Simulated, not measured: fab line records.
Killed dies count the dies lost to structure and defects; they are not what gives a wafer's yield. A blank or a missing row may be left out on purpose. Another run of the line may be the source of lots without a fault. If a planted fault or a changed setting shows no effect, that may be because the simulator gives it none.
fab line records    flow sky130
record lots=6  wafers=18  lastDay=50
route steps=708 shown METAL4@635 VIA4@639
lots untouched by any fault: they come from a run of this same line in which no faults occurred
startH: start of the lot's first displayed wafer, in hours after the record's first day    waitH: hours elapsed since this lot's preceding step    " the same as in the row above    L1.1+2: a single row standing in for several wafers    - either no value or no given start    * or withheld: withheld    < > ~ a bound
route shown NAME@n: NAME is a module with steps in the file, n the number in the route of the first one    usual: mean/standard deviation taken from wafers without a fault    same: alike in all rows    chamber/n: place in a boat    sites: readings site by site    _std_site: their standard deviation    _edge_site: inner sites' mean taken away from outer sites' mean    radiusMm: how far each site lies from the wafer's centre    mask NAME#n: copy n    behind: the last tool/chamber to shape the wafer    hold: why the lot went on hold/how many hours it stayed there/how the hold came to an end    device: the n, p or np transistor that did not switch    end of line: tests of these same wafers at the route's end    where a step has no rows: the recipe by itself    killed: dies lost to structure and defects at the first sort, not the wafer's yield    map: shows each die of a wafer: x if killed, . if not, _ if none is there
set.NAME: the setting the step ran with; set.NAME@STEP: the setting that earlier step ran with    model.NAME: the simulator's own value behind a step, which no gauge read
lots at some steps of the route; a table a step, a row a wafer
services: the hour from which a tool's chamber was out of use, counted from the record's first day as startH (under 0 if before that day), plus the number of hours and why
## steps
# step SKY_METAL4_STRIP_19
# recipe chemistry=O2/N2  powerW=1400  pressureMtorr=1500  platenTempC=withheld  o2FlowSccm=3000  n2FlowSccm=300  overashFraction=0.5
# usual drypumpMotorCurrentA=5.8/0.53  oesProductAu=0.500/0.0067  stripTimeToEndpointS=6.46/0.13
# same overashFraction=0.5
lot.wafer  tool            chamber  startH   waitH  drypumpMotorCurrentA  oesProductAu  rfHoursCounterH  stripTimeToEndpointS
L578.3     plasmaAsher-04  0        1014.28  0.1    5.7                   0.511         -                6.64
L578.4     "               1        "        "      6.0                   0.503         -                6.49
L578.5     "               0        "        "      5.8                   0.504         -                6.63
L579.1     plasmaAsher-03  1        1017.70  0.1    6.3                   0.498         88               6.48
L579.5     "               1        "        "      6.3                   0.500         -                6.44
L579.6     "               0        "        "      4.9                   0.494         -                6.42
L586.4     plasmaAsher-03  1        1057.00  0.1    6.3                   0.512         -                6.68
L586.5     "               1        "        "      6.3                   0.503         -                6.51
L586.6     "               0        "        "      4.9                   0.511         -                6.69
L587.2     plasmaAsher-01  1        1060.49  0.1    5.6                   0.504         31               6.44
L587.3     "               0        "        "      6.4                   0.501         -                6.45
L587.6     "               0        "        "      6.4                   0.503         -                6.49
L593.2     plasmaAsher-01  1        1096.94  0.1    5.6                   0.498         35               6.58
L593.3     "               1        "        "      5.6                   0.502         -                6.69
L593.4     "               0        "        "      6.3                   0.492         -                6.31
L597.1     plasmaAsher-04  0        1124.10  0.1    5.8                   0.505         6                6.68
L597.2     "               1        "        "      6.0                   0.499         6                6.46
L597.6     "               0        "        "      5.7                   0.499         -                6.48
# step SKY_METAL4_STRIP_20
# recipe chemistry=postEtchResidueRemover  timeS=1200  tempC=72.5
# step SKY_METAL4_CLEAN_21
# recipe chemistry=IPA  timeS=180  tempC=25
# step SKY_METAL4_CLEAN_22
# recipe chemistry=O3/DIW  dry=n2Spin
# step SKY_VIA4_HDPCVD_00
# recipe material=SiO2  targetThkNm=1750  sigmaOpenFrac=0.3  timeS=291.7  tempC=400  sih4FlowSccm=60  pressureMtorr=6
# step SKY_VIA4_THK_MEAS_01
# recipe reads=SiO2_of_VIA4_HDPCVD_00
# usual VIA4_HDPCVD_THK=1744/22
lot.wafer  tool          chamber  startH   waitH  VIA4_HDPCVD_THK[nm]
L578.3     filmMetro-04  -        1015.04  0.1    1751
L578.4     "             -        "        "      1720
L578.5     "             -        "        "      1756
L579.1     filmMetro-01  -        1018.47  0.1    1742
L579.5     "             -        "        "      1756
L579.6     "             -        "        "      1765
L586.4     filmMetro-03  -        1057.77  0.0    1723
L586.5     "             -        "        "      1734
L586.6     "             -        "        "      1753
L587.2     filmMetro-03  -        1061.30  0.1    1744
L587.3     "             -        "        "      1732
L587.6     "             -        "        "      1759
L593.2     filmMetro-01  -        1097.76  0.1    1751
L593.3     "             -        "        "      1813
L593.4     "             -        "        "      1797
L597.1     filmMetro-01  -        1124.87  0.1    1751
L597.2     "             -        "        "      1768
L597.6     "             -        "        "      1756
# step SKY_VIA4_CMP_02
# recipe material=SiO2  downForcePsi=4  platenRpm=60  padVelocityMS=0.94248
# usual motorCurrentA=11.3/0.62
lot.wafer  tool    chamber  startH   waitH  motorCurrentA
L578.3     cmp-02  0        1015.13  0.1    11.3
L578.4     "       1        "        "      11.8
L578.5     "       3        "        "      11.4
L579.1     cmp-02  1        1018.63  0.1    11.5
L579.6     "       3        "        "      11.5
L579.5     "       0        "        "      11.0
L586.4     cmp-02  0        1057.80  0.0    11.3
L586.6     "       0        "        "      11.2
L586.5     "       1        "        "      11.7
L587.2     cmp-01  2        1061.35  0.0    10.3
L587.3     "       0        "        "      10.4
L587.6     "       2        "        "      10.5
L593.3     cmp-01  2        1097.81  0.0    9.9
L593.4     "       3        "        "      10.7
L593.2     "       0        "        "      10.1
L597.1     cmp-01  2        1125.01  0.1    10.2
L597.2     "       3        "        "      10.6
L597.6     "       2        "        "      10.1
# step SKY_VIA4_BOW_MEAS_03
# recipe mode=bow
# usual VIA4_BOW=80/7.6
lot.wafer  tool          chamber  startH   waitH  VIA4_BOW[um]
L578.3     filmMetro-01  -        1015.42  0.2    79
L578.4     "             -        "        "      81
L578.5     "             -        "        "      88
L579.1     filmMetro-03  -        1018.83  0.1    78
L579.5     "             -        "        "      86
L579.6     "             -        "        "      91
L586.4     filmMetro-03  -        1058.16  0.3    89
L586.5     "             -        "        "      75
L586.6     "             -        "        "      74
L587.2     filmMetro-03  -        1061.67  0.3    74
L587.3     "             -        "        "      75
L587.6     "             -        "        "      75
L593.2     filmMetro-03  -        1098.13  0.2    76
L593.3     "             -        "        "      73
L593.4     "             -        "        "      70
L597.1     filmMetro-04  -        1125.26  0.2    77
L597.2     "             -        "        "      70
L597.6     "             -        "        "      74
# step SKY_VIA4_DEHYDRATE_04
# recipe tempC=200  timeS=60
# step SKY_VIA4_HMDS_05
# recipe primeTimeS=60  primeTempC=120
# step SKY_VIA4_COAT_06
# recipe resist=NOVOLAK  spinRpm=3000  resistThkNm=1140
# step SKY_VIA4_SOFTBAKE_07
# recipe tempC=90  timeS=60  resist=NOVOLAK
# step SKY_VIA4_EXPOSE_08
# recipe maskId=VIM4  na=0.6  sourceShape=conventional  sigmaOuter=0.6  polarization=unpolarized  targetCdNm=800  doseMj=132
# usual exposureDoseMJCm2=132.00/0.13  focusOffsetNm=0.0/0.48
lot.wafer  tool             chamber  startH   waitH  mask    exposureDoseMJCm2  focusOffsetNm
L578.3     ilineStepper-01  0        1027.65  -      VIM4#0  132.09             -0.2
L578.4     "                0        "        "      VIM4#0  132.00             -1.0
L578.5     "                0        "        "      VIM4#0  131.88             0.2
L579.1     ilineStepper-02  0        1030.50  -      VIM4#0  131.83             0.5
L579.5     "                0        "        "      VIM4#0  131.97             -0.4
L579.6     "                0        "        "      VIM4#0  132.04             0.5
L586.4     ilineStepper-01  -        1069.30  -      VIM4#0  -                  -
L586.5     "                -        "        "      VIM4#0  -                  -
L586.6     "                -        "        "      VIM4#0  -                  -
L587.2     ilineStepper-01  -        1072.87  -      VIM4#0  -                  -
L587.3     "                -        "        "      VIM4#0  -                  -
L587.6     "                -        "        "      VIM4#0  -                  -
L593.2     ilineStepper-01  0        1107.76  -      VIM4#0  132.06             0.5
L593.3     "                0        "        "      VIM4#0  132.16             -0.4
L593.4     "                0        "        "      VIM4#0  132.04             0.5
L597.1     ilineStepper-01  0        1134.46  -      VIM4#0  131.93             0.4
L597.2     "                0        "        "      VIM4#0  131.88             -0.3
L597.6     "                0        "        "      VIM4#0  132.03             -0.4
# step SKY_VIA4_PEB_09
# recipe tempC=withheld  timeS=*  resist=NOVOLAK
## services
tool             chamber  startH   hours  kind
ilineStepper-02  -        1000.89  20.7   repair
plasmaAsher-01   -        1020.89  3.7    repair
ilineStepper-01  -        1024.10  0.6    repair
ilineStepper-01  -        1041.79  1.7    pm
ilineStepper-01  0        1045.42  -      calibration
plasmaAsher-04   -        1055.25  9.0    pm
plasmaAsher-04   0        1055.25  9.0    ventCycle
plasmaAsher-04   1        1055.25  9.0    ventCycle
plasmaAsher-04   0        1064.25  -      clean
plasmaAsher-04   1        1064.25  -      clean
ilineStepper-01  -        1066.67  2.3    repair
cmp-02           -        1084.00  4.0    pm
cmp-02           -        1088.00  -      consumableReplace:conditioner
cmp-02           -        1088.00  -      consumableReplace:pad
cmp-01           -        1106.46  5.6    pm
ilineStepper-02  0        1117.79  -      calibration
## key
firstSign step=SKY_VIA4_EXPOSE_08  reading=toolRecord  direction=missing
effect none on later readings
metAt SKY_VIA4_EXPOSE_08
struckWafers L586.4,L586.5,L586.6,L587.2,L587.3,L587.6
laterRowsLeftOut L586.4,L586.5,L586.6,L587.2,L587.3,L587.6
sortLeftOut L586.4,L586.5,L586.6,L587.2,L587.3,L587.6
onsetBetween 1027.65 1069.30
fault kind=skippedStepWhole  tool=ilineStepper-01  chamber=-  onsetH=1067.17  steps=SKY_VIA4_EXPOSE_08  scope=struckLotsOnly
# sortLeftOut: the simulated sort isn't trusted on such a fault, so these wafers' sort isn't shown, and their yield isn't known
# laterRowsLeftOut: the simulator's readings of these wafers behind a module that went badly wrong aren't trusted and aren't shown, but for the sort
